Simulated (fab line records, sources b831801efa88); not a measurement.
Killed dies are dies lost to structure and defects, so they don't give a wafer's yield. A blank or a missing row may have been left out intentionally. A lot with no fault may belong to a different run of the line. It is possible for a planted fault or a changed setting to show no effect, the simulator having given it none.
Comparing a struck lot with a sound one / flow sky130 / 15 steps out of a route of 708
Sound: wafers L805.3, L805.4, L805.5. Struck: wafer L807.1; the same lot's L807.2 was not struck, so it is left out; see the end for the cause.
At each step with rows: each side's tool, then ch and its chambers, then its first start. Under that, the readings that differ: sound wafers / struck wafers / difference of the means / sigmas: that difference in standard deviations of wafers without a fault.
alike: words and numbers the same on both sides, and readings whose means are apart by under 2 such deviations; not compared: readings that were withheld, readings missing a value for some wafer, numbers with overlapping values and no deviation given by the record, and bounds like >300 which may hide the same value.
A row with sigmas, a row that says differs or no value, or rows on one side alone: a step with any of these is where the two part. When numbers do not overlap yet have no deviation, they are printed without sigmas and do not part them. Lack of a reading on every wafer of one side parts them only where that side has two or more wafers.

first, 3 steps without rows for these wafers: SKY_CONTACT_EXPOSE_11 (exposes mask CTM1, target cd 170 nm); SKY_CONTACT_PEB_12; SKY_CONTACT_DEVELOP_13 (develop time 60 s).
SKY_CONTACT_CD_MEAS_14 targets a cd of 170 nm.
  sound: cdSem-02 at day 37 01:58; struck: cdSem-01 at day 37 14:16
  alike: cdNm
SKY_CONTACT_OVL_MEAS_15:
  sound: overlay-02 at day 37 02:03; struck: overlay-01 at day 37 14:23
  alike: CONTACT_OVL
SKY_CONTACT_ETCH_16: etches BARC in N2/H2, stops on SiO2, time 45.9 s, target depth 60 nm.
  sound on rieDiel-01 ch 0,3, day 37 02:05; struck on rieDiel-03 ch 2, day 37 14:26
  alike: chamberPressureMTorr, drypumpMotorCurrentA, oesProductAu, throttleValvePct
  not compared: rfHoursCounterH
SKY_CONTACT_ETCH_17: etches SiO2 in C4F8/O2/Ar, stops on Si3N4, target depth 340 nm.
  sound on rieDiel-01 ch 0,3, day 37 02:07; struck on rieDiel-03 ch 2, day 37 14:28
  alike: chamberPressureMTorr, oesProductAu
SKY_CONTACT_ETCH_18: etches Si3N4 in CHF3/O2, stops on TiN, time 39 s, target depth 75 nm.
  sound: rieDiel-01 ch 0,3; struck: rieDiel-03 ch 2
  alike: O2_flow_sccm, chamberPressureMTorr, drypumpMotorCurrentA, oesProductAu, throttleValvePct
  not compared: rfHoursCounterH
SKY_CONTACT_STRIP_19: strips in O2/N2.
  sound on plasmaAsher-03 ch 0,1, day 37 02:14; struck on plasmaAsher-02 ch 1, day 37 14:34
reading=rfHoursCounterH (h); sound=- - -; struck=104; difference=no value on the sound wafers; sigmas=
  alike: chamberPressureMTorr, drypumpMotorCurrentA, oesProductAu, stripTimeToEndpointS
then, 3 steps without rows for these wafers: SKY_CONTACT_STRIP_20 (strips in post etch residue remover, time 1200 s); SKY_CONTACT_CLEAN_21 (cleans in IPA, time 180 s); SKY_CONTACT_CLEAN_22 (cleans in O3/DIW).
SKY_CONTACT_SPUTTER_23: material TiN, target thk 20 nm, time 80 s.
  sound: pvdSputter-01 at day 37 02:50; struck: pvdSputter-03 at day 37 15:09
reading=model.TiN_of_CONTACT_SPUTTER_23.thkNm (nm); sound=19.78 19.99 19.9; struck=12; difference=-8; sigmas=
  alike: throttleValvePct
SKY_CONTACT_CVD_24: deposits W, target thk 340 nm, time 102.12 s.
  sound on cvdW-01 ch 0,1, day 37 02:56; struck on cvdW-02 ch 1, day 37 15:13
  alike: heaterPowerW
-- the record jumps here: 13 days lie between the struck wafers' starts before and after (it left off in module CONTACT and takes up again in module PAD_OPEN, whose first step shown is number 708 of the route) --
SKY_PAD_OPEN_PROBE_99:
  sound: prober-01 at day 50 01:38; struck: prober-01 at day 50 12:11
  alike: killed_at_M0_to_M3, killed_at_M4_up, killedAtContacts, killedAtFrontEnd, killedAtOther, killedDies, killedOnRim, killedOpen, killedShort

WHERE THEY PART
Only at SKY_CONTACT_STRIP_19, within this record. Later steps at which nothing parts them and some readings are alike: SKY_CONTACT_SPUTTER_23, SKY_CONTACT_CVD_24, SKY_PAD_OPEN_PROBE_99.

WHY: what the simulator had put in
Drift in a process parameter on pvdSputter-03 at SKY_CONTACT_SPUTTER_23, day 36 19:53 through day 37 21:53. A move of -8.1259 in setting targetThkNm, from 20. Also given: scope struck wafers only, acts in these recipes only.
